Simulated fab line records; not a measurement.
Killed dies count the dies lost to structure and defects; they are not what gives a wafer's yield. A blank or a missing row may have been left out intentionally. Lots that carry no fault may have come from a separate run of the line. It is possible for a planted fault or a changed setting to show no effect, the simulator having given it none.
Problem report, 8D (eight disciplines) form, completed by code    flow gf180mcu    the parts of the form that need people (team, actions taken, sign-off) are left out

== 1. THE ISSUE ==
Wafers without a fault read 140.01, standard deviation 0.14; exposure-dose-mJ-cm2 at GF_DUAL_GATE_EXPOSE_08 reads a mean of 124.33 on 6 wafers belonging to 2 lots. So: -99 or more standard deviations from the usual mean.
The step: exposes mask Dualgate, target cd 700 nm.
Seen first at day 11 10:41 on iline-stepper-02, wafer L580.1. Wafers with a number at this step in the record: 42, from 14 lots. Rule for "out" (also "out of limits"): further than 4 standard deviations from the usual mean. Any other wafer with a number is counted as sound.

== 2. WHAT IT IS, AND WHAT IT ISN'T ==
question                     is                      is not
which readings at this step  exposure-dose-mJ-cm2    -
which lots                   L580, L581              L568, L569, L570, L571, L573, L574, L575, L577, L584, L586, L587, L590
which wafers of those lots   all that have a number  -
read on which tools          iline-stepper-02        iline-stepper-01
when                         from day 11 10:41       up to then (24 sound wafers); but 12 sound wafers of L584, L586, L587, L590 came after

== 3. WHAT RULES OUT EACH SUSPECT ==
Counting: a tool at a process step up to the reading stays a suspect if it ran every lot that is out and no sound lot after the first of them.
- iline-stepper-02 at GF_DUAL_GATE_EXPOSE_08 (exposes mask Dualgate, target cd 700 nm): kept. It ran every lot that is out, first L580 (day 11 10:41), and no sound lot after that; its last sound lot up to then is L577 (day 10 12:00). Its own exposure-dose-mJ-cm2 readings are out on those wafers.
Remaining after the count: iline-stepper-02 at GF_DUAL_GATE_EXPOSE_08.

== 4. THE CAUSE (what the simulator had put in) ==
Process parameters drifting: iline-stepper-02 at GF_DUAL_GATE_EXPOSE_08, beginning at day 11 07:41. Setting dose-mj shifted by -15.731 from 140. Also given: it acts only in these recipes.
Counting left only this tool.

== 5. THE EFFECT CHAIN, in route order ==
One row per reading whose mean, taken over the struck wafers that have a number, lies over 3 standard deviations from the usual. Readings are gone through only where the record gives a usual standard deviation; hours: the median, over the lots, of the time from a lot's start at the first step in this table giving one to that lot's start at this step; sigmas: the change measured in usual standard deviations.
hours  step                    reading               usual   on struck wafers  change  sigmas
0      GF_DUAL_GATE_EXPOSE_08  exposure-dose-mJ-cm2  140.01  124.33            -15.68  -99 or more
It contains these process steps:
- GF_DUAL_GATE_EXPOSE_08: exposes mask Dualgate, target cd 700 nm.
Later steps that measure or inspect, where all struck wafers having a row at the step show a number for every such reading and not one has moved that far: GF_M3_THK_MEAS_06, GF_M3_OVL_MEAS_15.

== 6. HOW IT WOULD HAVE BEEN CAUGHT EARLIER ==
In this record the first reading out of limits was taken at day 11 10:41, 3 hours after the fault began at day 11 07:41.
